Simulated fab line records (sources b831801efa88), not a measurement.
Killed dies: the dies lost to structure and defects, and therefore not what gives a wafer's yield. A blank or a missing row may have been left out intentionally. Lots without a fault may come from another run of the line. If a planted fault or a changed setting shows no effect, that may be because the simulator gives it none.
A struck lot beside a sound one + flow sky130 + 28 out of 708 route steps
Sound: wafers L759.1, L759.2, L759.4. Struck: wafers L771.3, L771.5. (L771.1 of the same lot was not struck and is left out.) The cause comes at the end.
For every step that has rows: the tool of each side, followed by ch and its chambers, followed by its first start. Under that, the readings that differ: sound wafers + struck wafers + difference of the means + sigmas: that difference in standard deviations of wafers without a fault.
alike: readings whose means differ by less than 2 such deviations, and words and numbers that are the same on both sides. not compared: withheld readings, readings that some wafer has no value for, bounds like >300 that may hide the same value, and numbers for which the record gives no deviation and whose values overlap.
Wherever a step has rows on one side only, a row that says differs or no value, or a row with sigmas, the two part there. Numbers that have no deviation but don't overlap get no sigmas and don't part them. A reading that every wafer of one side lacks parts them only if that side has two wafers or more.

SKY_PASSIVATION_CVD_00: deposits SiO2, target thk 90 nm.
  sound on pecvd-03 ch 0,1,2, day 45 22:14; struck on pecvd-03 ch 1,2, day 48 21:11
  alike: heaterPowerW
SKY_PASSIVATION_THK_MEAS_01:
  struck on filmMetro-03, day 48 21:12; sound on filmMetro-04, day 45 22:15
  alike: PASSIVATION_CVD_00_THK
SKY_PASSIVATION_CVD_02: deposits Si3N4, target thk 540 nm.
  sound on pecvd-01 ch 1,2, day 45 22:19; struck on pecvd-02 ch 0,2, day 48 21:16
  alike: heaterPowerW
SKY_PASSIVATION_THK_MEAS_03:
  struck on filmMetro-04, day 48 21:29; sound on filmMetro-03, day 45 22:39
  alike: PASSIVATION_CVD_02_THK
then, 7 steps without rows for these wafers: SKY_PASSIVATION_DEHYDRATE_04 (time 60 s); SKY_PASSIVATION_HMDS_05 (prime time 60 s); SKY_PASSIVATION_COAT_06 (resist thk 3000 nm); SKY_PASSIVATION_SOFTBAKE_07; SKY_PASSIVATION_EXPOSE_08 (exposes mask NSM, target cd 3000 nm); SKY_PASSIVATION_PEB_09; SKY_PASSIVATION_DEVELOP_10 (develop time 60 s).
SKY_PASSIVATION_ETCH_11: etches the open film in CF4/O2, stops on AlCu, target depth 725 nm, time 161.1 s.
  sound on rieDiel-02 ch 1,2,3, day 46 18:55; struck on rieDiel-03 ch 0,1, day 49 14:52
  alike: drypumpMotorCurrentA, oesProductAu, throttleValvePct
  not compared: rfHoursCounterH
SKY_PASSIVATION_STRIP_12: strips in O2/N2.
  sound on plasmaAsher-01 ch 0,1, day 46 19:02; struck on plasmaAsher-01 ch 0, day 49 14:59
| reading                  | sound             | struck      | difference | sigmas |
|--------------------------|-------------------|-------------|------------|--------|
| stripTimeToEndpointS (s) | 31.35 31.44 31.36 | 31.63 31.83 | +0.35      | +2     |
  alike: drypumpMotorCurrentA, oesProductAu
  not compared: rfHoursCounterH
then, 7 steps without rows for these wafers: SKY_PAD_OPEN_DEHYDRATE_00 (time 60 s); SKY_PAD_OPEN_HMDS_01 (prime time 60 s); SKY_PAD_OPEN_COAT_02 (resist thk 3000 nm); SKY_PAD_OPEN_SOFTBAKE_03; SKY_PAD_OPEN_EXPOSE_04 (exposes mask PDM, target cd 60000 nm); SKY_PAD_OPEN_PEB_05; SKY_PAD_OPEN_DEVELOP_06 (develop time 60 s).
SKY_PAD_OPEN_ETCH_07: etches the open film in CF4/O2, stops on AlCu, target depth 725 nm, time 161.1 s.
  sound on rieDiel-01 ch 0,3, day 47 14:49; struck on rieDiel-01 ch 0,3, day 50 07:28
  alike: drypumpMotorCurrentA, oesProductAu, throttleValvePct
  not compared: rfHoursCounterH
SKY_PAD_OPEN_STRIP_08: strips in O2/N2.
  sound on plasmaAsher-03 ch 0,1, day 47 14:55; struck on plasmaAsher-02 ch 0, day 50 07:34
  alike: drypumpMotorCurrentA, oesProductAu
  not compared: rfHoursCounterH
then, 4 steps without rows for these wafers: SKY_PAD_OPEN_STRIP_09 (strips in post etch residue remover, time 1146 s); SKY_PAD_OPEN_CLEAN_10 (cleans in IPA, time 180 s); SKY_PAD_OPEN_CLEAN_11 (cleans in O3/DIW); SKY_PAD_OPEN_ANNEAL_12.
SKY_PAD_OPEN_BOW_MEAS_13:
  struck on filmMetro-01, day 50 09:39; sound on filmMetro-04, day 47 17:01
| reading           | sound    | struck | difference | sigmas |
|-------------------|----------|--------|------------|--------|
| PAD_OPEN_BOW (um) | 65 57 68 | 48 31  | -24        | -2     |
SKY_PAD_OPEN_PROBE_99:
  struck on prober-02, day 50 09:52; sound on prober-01, day 47 17:08
| reading                               | sound               | struck                                          | difference                   | sigmas      |
|---------------------------------------|---------------------|-------------------------------------------------|------------------------------|-------------|
| hold                                  | - - -               | awaitDispo/4.0h/release awaitDispo/4.0h/release | no value on the sound wafers |             |
| defectLimitedYield (%)                | 85.6 85.2 84.1      | 73.2 72.2                                       | -12.3                        | -6          |
| killedAtOther                         | 1 1 0               | 65 55                                           | +59                          | +99 or more |
| killedDies                            | 71 73 78            | 132 137                                         | +60                          | +6          |
| sort_bin_3_pad_short (%)              | 0.6 0.6 1.0         | 4.1 4.3                                         | +3.5                         | +8          |
| sort_bin_5_function (%)               | 7.3 9.1 8.3         | 17.3 17.3                                       | +9.1                         | +6          |
| sortNPass                             | 421 419 414         | 360 355                                         | -60                          | -6          |
| sortYieldPct (%)                      | 85.6 85.2 84.1      | 73.2 72.2                                       | -12.3                        | -6          |
| model.etest.tester.sortNPass          | 421 419 414         | 360 355                                         | -60                          |             |
| model.etest.tester.sortYieldPct (%)   | 85.57 85.16 84.15   | 73.17 72.15                                     | -12.30                       |             |
| model.etest.tester.sort_bin_5_pct (%) | 7.317 9.146 8.333   | 17.28 17.28                                     | +9.01                        |             |
| model.etest.tester.sort_bin_3_pct (%) | 0.6098 0.6098 1.016 | 4.065 4.268                                     | +3.421                       |             |
  alike: killed_at_M0_to_M3, killed_at_M4_up, killedAtContacts, killedAtFrontEnd, killedOpen, killedShort, sort_bin_6_memory

WHERE THEY PART
First at SKY_PASSIVATION_STRIP_12; last, within this record, at SKY_PAD_OPEN_PROBE_99.

WHY: what the simulator had put in
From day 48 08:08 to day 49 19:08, plasmaAsher-01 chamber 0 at SKY_PASSIVATION_STRIP_12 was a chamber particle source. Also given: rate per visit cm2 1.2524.
